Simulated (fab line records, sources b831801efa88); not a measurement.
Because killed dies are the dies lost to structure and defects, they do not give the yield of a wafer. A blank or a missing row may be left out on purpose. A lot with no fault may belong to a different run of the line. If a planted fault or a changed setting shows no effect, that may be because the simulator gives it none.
A lot that was struck, set against a sound lot || flow gf180mcu || 15 steps out of a route of 602
Sound: these wafers, L407.1, L407.3, L407.5. The struck wafers were L416.1, L416.3, L416.4. The cause comes at the end.
At each step with rows: each side's tool, then ch and its chambers, then its first start. Under that, the readings that differ: sound wafers || struck wafers || difference of the means || sigmas: that difference in standard deviations of wafers without a fault.
alike: readings whose means differ by less than 2 such deviations, and words and numbers that are the same on both sides. not compared: withheld readings, readings that some wafer has no value for, bounds like >300 that may hide the same value, and numbers for which the record gives no deviation and whose values overlap.
The two part at a step that has a row with sigmas, a row that says differs or no value, or rows on one side only. Non-overlapping numbers with no deviation appear without sigmas and do not part them. A reading missing from all wafers of one side parts the sides only when that side holds two or more wafers.

first, 1 step without rows for these wafers: GF_TOP_METAL_CLEAN_19 (cleans in DIW).
GF_PASSIVATION_CVD_00: deposits SiO2 from TEOS, target thk 1000 nm, time 111.95 s.
  sound on pecvd-04 ch 1,2, day 30 11:50; struck on pecvd-02 ch 0,2, day 32 17:02
  alike: heater power outer w, heater power w
GF_PASSIVATION_THK_MEAS_01:
  struck on film metro-03, day 32 17:07; sound on film metro-04, day 30 11:55
  alike: PASSIVATION_CVD_00_THK
GF_PASSIVATION_CVD_02: deposits Si3N4, target thk 700 nm, time 486.18 s.
  sound on pecvd-01 ch 0,1,2, day 30 11:58; struck on pecvd-04 ch 0,1, day 32 17:10
  alike: heater power outer w, heater power w
GF_PASSIVATION_THK_MEAS_03:
  struck on film metro-03, day 32 17:27; sound on film metro-04, day 30 12:16
  alike: PASSIVATION_CVD_02_THK
then, 7 steps without rows for these wafers: GF_PASSIVATION_DEHYDRATE_04 (time 60 s); GF_PASSIVATION_HMDS_05 (prime time 60 s); GF_PASSIVATION_COAT_06 (resist thk 4000 nm); GF_PASSIVATION_SOFTBAKE_07; GF_PASSIVATION_EXPOSE_08 (exposes mask Pad, target cd 40000 nm); GF_PASSIVATION_PEB_09; GF_PASSIVATION_DEVELOP_10 (develop time 60 s).
GF_PASSIVATION_ETCH_11: etches the open film in CF4/O2, stops on TiN, target depth 1800 nm, time 400 s.
  sound on rie diel-01 ch 0,1,3, day 31 06:15; struck on rie diel-02 ch 1,2,3, day 33 08:59
{"reading": "oes product au (a.u.)", "sound": "0.953 0.960 0.974", "struck": "0.912 0.901 0.914", "difference": -0.053, "sigmas": -7}
{"reading": "rf fwd power W (W)", "sound": "798.5 803.6 797.5", "struck": "673.1 671.8 671.4", "difference": -127.8, "sigmas": -53}
{"reading": "throttle valve pct (%)", "sound": "5.963 5.959 5.971", "struck": "5.954 5.926 5.944", "difference": -0.023, "sigmas": -3}
{"reading": "model.coat_of_PASSIVATION_COAT_06.thk nm (nm)", "sound": "2794 2774 2784", "struck": "2994 2998 2986", "difference": "+209", "sigmas": ""}
{"reading": "model.PASSIVATION.feature depth nm (nm)", "sound": "1687 1692 1726", "struck": "1536 1535 1547", "difference": -162, "sigmas": ""}
{"reading": "model.etch.depth nm (nm)", "sound": "1687 1692 1726", "struck": "1536 1535 1547", "difference": -162, "sigmas": ""}
  alike: chamber pressure mTorr, drypump motor current A
  not compared: rf hours counter h
GF_PASSIVATION_STRIP_12: strips in O2/N2.
  sound on plasma asher-03 ch 0,1, day 31 06:29; struck on plasma asher-03 ch 0,1, day 33 09:13
{"reading": "strip time to endpoint s (s)", "sound": "34.71 34.44 34.58", "struck": "37.00 37.03 36.90", "difference": "+2.40", "sigmas": "+9"}
  alike: chamber pressure mTorr, drypump motor current A, heater power w, oes product au
  not compared: rf hours counter h
then, 1 step without rows for these wafers: GF_PASSIVATION_ANNEAL_13 (time 1800 s).

== WHERE THEY PART ==
First at GF_PASSIVATION_ETCH_11; last, within this record, at GF_PASSIVATION_STRIP_12.

WHY: the cause the simulator had injected
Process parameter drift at GF_PASSIVATION_ETCH_11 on rie diel-02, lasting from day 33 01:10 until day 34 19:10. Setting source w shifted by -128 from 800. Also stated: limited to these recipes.
